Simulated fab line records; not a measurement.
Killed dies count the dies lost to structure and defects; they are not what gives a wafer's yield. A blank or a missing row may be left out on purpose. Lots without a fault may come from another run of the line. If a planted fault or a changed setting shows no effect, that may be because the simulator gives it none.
Matching of chambers :: flow gf180mcu :: cmp-01 running GF_V3_CMP_26: 4 sister chambers
The step polishes, stops on SiO2, t overpolish 15 s, target thk 0 nm. 8 wafers are shown with their chamber, then 10 later ones without.

== EACH WAFER AND ITS CHAMBER ==
wafer: L731.3
chamber: 0
motor_current_A (A): 11.0
time_to_endpoint_s (s): 83

wafer: L734.1
chamber: 3
motor_current_A (A): 8.8
time_to_endpoint_s (s): 93

wafer: L734.5
chamber: 1
motor_current_A (A): 10.6
time_to_endpoint_s (s): 80

wafer: L736.1
chamber: 2
motor_current_A (A): 9.9
time_to_endpoint_s (s): 96

wafer: L736.3
chamber: 3
motor_current_A (A): 8.9
time_to_endpoint_s (s): 89

wafer: L736.4
chamber: 1
motor_current_A (A): 10.2
time_to_endpoint_s (s): 82

wafer: L737.3
chamber: 0
motor_current_A (A): 11.4
time_to_endpoint_s (s): 86

wafer: L737.5
chamber: 2
motor_current_A (A): 9.8
time_to_endpoint_s (s): 93

== WAFERS WITHOUT THEIR CHAMBER ==
wafer: L737.6
motor_current_A (A): 10.1
time_to_endpoint_s (s): 79

wafer: L738.2
motor_current_A (A): 11.0
time_to_endpoint_s (s): 86

wafer: L738.3
motor_current_A (A): 10.0
time_to_endpoint_s (s): 89

wafer: L738.6
motor_current_A (A): 10.0
time_to_endpoint_s (s): 92

wafer: L739.4
motor_current_A (A): 9.6
time_to_endpoint_s (s): 95

wafer: L739.5
motor_current_A (A): 11.7
time_to_endpoint_s (s): 89

wafer: L739.6
motor_current_A (A): 10.5
time_to_endpoint_s (s): 84

wafer: L741.1
motor_current_A (A): 10.8
time_to_endpoint_s (s): 79

wafer: L741.2
motor_current_A (A): 10.3
time_to_endpoint_s (s): 88

wafer: L741.3
motor_current_A (A): 10.6
time_to_endpoint_s (s): 80

== EACH ONE'S CHAMBER ==
wafer: L737.6
from the rows above: 1
in truth: 1

wafer: L738.2
from the rows above: 0
in truth: 0

wafer: L738.3
from the rows above: can't be placed: 2 or 1
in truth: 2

wafer: L738.6
from the rows above: 2
in truth: 2

wafer: L739.4
from the rows above: 2
in truth: 2

wafer: L739.5
from the rows above: 0
in truth: 0

wafer: L739.6
from the rows above: can't be placed: 1 or 0
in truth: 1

wafer: L741.1
from the rows above: can't be placed: 1 or 0
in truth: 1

wafer: L741.2
from the rows above: can't be placed: 1 or 2 or 0
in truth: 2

wafer: L741.3
from the rows above: 1
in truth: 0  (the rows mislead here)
5 of 10 placed correctly. Cannot be placed on the basis of these rows: 4; the candidates contain the true chamber in 4. Placed wrongly: 1.
How it was worked out, from the rows above alone: a wafer's distance from a chamber is the root of the sum, over the readings, of the square of ((its reading less the chamber's mean) divided by the reading's scatter). If the next closest chamber is less than 2 further off than the closest, the wafer can't be placed; otherwise it belongs to the closest. A chamber's mean is the mean of its shown wafers. How the scatter is found: for the shown wafers, subtract from each reading the mean of its chamber, square and add these, divide the total by (wafers less chambers), then take the root.
